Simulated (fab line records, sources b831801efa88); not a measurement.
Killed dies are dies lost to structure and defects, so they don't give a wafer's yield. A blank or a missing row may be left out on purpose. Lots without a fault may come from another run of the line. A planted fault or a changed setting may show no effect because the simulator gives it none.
Which tool did it? | flow sky130 | 11 lots, 33 wafers sampled, at 3 steps of a route of 708

WHAT THE GAUGES READ, wafer by wafer
SKY_METAL4_OVL_MEAS_14.
lot  | measured     | on         | METAL4_OVL (nm)
L504 | day 42 03:43 | overlay-01 | -6 -11 -6
L506 | day 42 23:04 | overlay-01 | -2 1 0
L509 | day 43 14:47 | overlay-01 | -7 -16 -2
L511 | day 43 22:28 | overlay-02 | 2 2 -3
L512 | day 44 11:17 | overlay-01 | -4 -3 -3
L513 | day 44 20:28 | overlay-02 | 6 4 3
L514 | day 45 00:31 | overlay-01 | -1 -12 8
L515 | day 45 10:01 | overlay-01 | -3 -2 -6
L516 | day 45 12:56 | overlay-02 | 4 5 6
L525 | day 47 16:14 | overlay-02 | -4 4 -6
L527 | day 47 22:58 | overlay-01 | 4 1 -2

WHICH TOOL RAN EACH LOT (tool, then ch and the chambers of the sampled wafers, then the start)
lot  | SKY_METAL2_DESCUM_17              | SKY_VIA2_CVD_21
L504 | rie_metal-01 ch 0,1, day 35 11:36 | cvd_w-02 ch 0,1, day 36 16:07
L506 | rie_metal-04 ch 0,1, day 36 11:10 | cvd_w-01 ch 0,1, day 37 15:13
L509 | rie_metal-04 ch 0,1, day 37 05:37 | cvd_w-01 ch 0,1, day 38 09:28
L511 | rie_metal-02 ch 0, day 37 16:10   | cvd_w-02 ch 0,1, day 38 18:50
L512 | rie_metal-02 ch 0,1, day 38 02:19 | cvd_w-01 ch 0,1, day 39 06:03
L513 | rie_metal-01 ch 0,1, day 38 14:15 | cvd_w-02 ch 0,1, day 39 17:13
L514 | rie_metal-01 ch 0,1, day 38 20:15 | cvd_w-01 ch 0,1, day 39 23:46
L515 | rie_metal-01 ch 0,1, day 39 06:04 | cvd_w-01 ch 0,1, day 40 08:46
L516 | rie_metal-02 ch 0,1, day 39 06:43 | cvd_w-01 ch 0,1, day 40 09:53
L525 | rie_metal-04 ch 0, day 41 18:27   | cvd_w-02 ch 0,1, day 42 21:22
L527 | rie_metal-01 ch 0,1, day 42 04:45 | cvd_w-02 ch 0,1, day 43 06:28
- SKY_METAL2_DESCUM_17: chemistry O2, time 8 s.
- SKY_VIA2_CVD_21: deposits W, target thk 420 nm, time 126.4 s.

THE ANSWER, worked out from the rows above alone
Rule: what is usual is taken from the lots themselves. Put in order of their means at a reading, lots are off if they are a third of the lots or fewer, leave a main group of 4 or more, and stand apart from it by a gap of 3 or more times the standard deviation of the main group's means; of several such gaps the widest counts. A main group whose means are all the same, to the digits that the tables above print for the reading, isn't used. A lot without any number at a reading at which 4 lots or more have one is off too. The other lots that the step has rows for count as sound.
No lot is off at any reading shown: from this, nothing can be told.

WHAT THE SIMULATOR HAD PUT IN
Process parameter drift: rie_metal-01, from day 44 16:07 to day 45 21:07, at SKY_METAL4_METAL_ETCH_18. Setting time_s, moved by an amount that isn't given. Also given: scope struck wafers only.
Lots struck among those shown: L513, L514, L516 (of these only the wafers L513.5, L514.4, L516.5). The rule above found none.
